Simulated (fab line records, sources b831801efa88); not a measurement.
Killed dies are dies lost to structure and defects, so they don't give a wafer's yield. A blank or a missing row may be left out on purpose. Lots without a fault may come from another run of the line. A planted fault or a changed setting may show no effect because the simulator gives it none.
Which tool did it? | flow sfq_line | 7 lots, 21 wafers sampled, at 1 step of a route of 325

WHAT THE GAUGES READ, wafer by wafer
SFQ_M2_OVL_MEAS_916.
lot  | measured     | on         | M2_OVL (nm)
L278 | day 30 01:52 | overlay-01 | -8 -5 -4
L281 | day 32 14:55 | overlay-02 | -8 -3 -2
L291 | day 35 15:03 | overlay-02 | 2 1 -3
L293 | day 35 17:27 | overlay-02 | -3 -7 -4
L295 | day 35 22:23 | overlay-02 | -8 -3 -7
L297 | day 36 03:10 | overlay-01 | -3 -3 -3
L299 | day 42 14:45 | overlay-02 | -12 -5 -8

WHICH TOOL RAN EACH LOT (tool, then ch and the chambers of the sampled wafers, then the start)
The record holds no process step before these readings.

THE ANSWER, worked out from the rows above alone
Rule: what is usual is taken from the lots themselves. Put in order of their means at a reading, lots are off if they are a third of the lots or fewer, leave a main group of 4 or more, and stand apart from it by a gap of 3 or more times the standard deviation of the main group's means; of several such gaps the widest counts. A main group whose means are all the same, to the digits that the tables above print for the reading, isn't used. A lot without any number at a reading at which 4 lots or more have one is off too. The other lots that the step has rows for count as sound.
No lot is off at any reading shown: from this, nothing can be told.

WHAT THE SIMULATOR HAD PUT IN
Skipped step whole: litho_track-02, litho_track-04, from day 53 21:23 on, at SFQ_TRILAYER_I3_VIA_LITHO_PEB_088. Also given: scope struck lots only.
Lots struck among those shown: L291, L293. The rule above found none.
